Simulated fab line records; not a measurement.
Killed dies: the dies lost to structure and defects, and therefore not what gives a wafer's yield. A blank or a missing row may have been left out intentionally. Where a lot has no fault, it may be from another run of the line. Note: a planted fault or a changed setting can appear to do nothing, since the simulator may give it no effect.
A single fault, viewed from 2 desks || flow sky130 || each desk holds nothing but its own numbers, with what lay behind them at the end

## THE METROLOGY DESK
What the gauges read, lot by lot, whatever tool the lot ran on: means of the sampled wafers that have a number. Marked OUT: a lot whose mean sits more than 4 standard deviations from the usual mean, which makes it out of limits; the brackets give that distance.
Columns: A = cdNm at SKY_VIA2_CD_MEAS_12, usual 200.5 nm; B = VIA2_OVL at SKY_VIA2_OVL_MEAS_13, usual -2 nm
{"lot": "L816", "first seen here": "day 38 10:46", "A": 202.1, "B": 1}
{"lot": "L823", "first seen here": "day 39 01:23", "A": 200.2, "B": -4}
{"lot": "L828", "first seen here": "day 40 11:38", "A": 199.7, "B": -0}
{"lot": "L836", "first seen here": "day 42 21:34", "A": 200.8, "B": 5}
{"lot": "L837", "first seen here": "day 43 01:56", "A": 199.7, "B": -0}
This desk's verdict: no lot among the 5 shows anything out of limits.

## TOOL OWNER'S DESK, pvdSputter-04
At SKY_VIA2_SPUTTER_20 (material TiN, target thk 20 nm, time 80 s) the tool's own readings: per lot run on this tool, the mean of the sampled wafers that have a number. Marked OUT: a lot whose mean sits more than 4 standard deviations from the usual mean, which makes it out of limits; the brackets give that distance.
Columns: A = throttleValvePct at SKY_VIA2_SPUTTER_20, usual 30.1 %
{"lot": "L823", "first seen here": "day 39 02:13", "A": 30.4}
{"lot": "L837", "first seen here": "day 43 02:44", "A": 30.3}
This desk's verdict: no lot among the 2 shows anything out of limits.

## PUT TOGETHER
At the metrology desk, nothing out of limits was observed.
The desk of the tool owner found nothing out of limits.

## WHAT HAD BEEN PUT IN BY THE SIMULATOR
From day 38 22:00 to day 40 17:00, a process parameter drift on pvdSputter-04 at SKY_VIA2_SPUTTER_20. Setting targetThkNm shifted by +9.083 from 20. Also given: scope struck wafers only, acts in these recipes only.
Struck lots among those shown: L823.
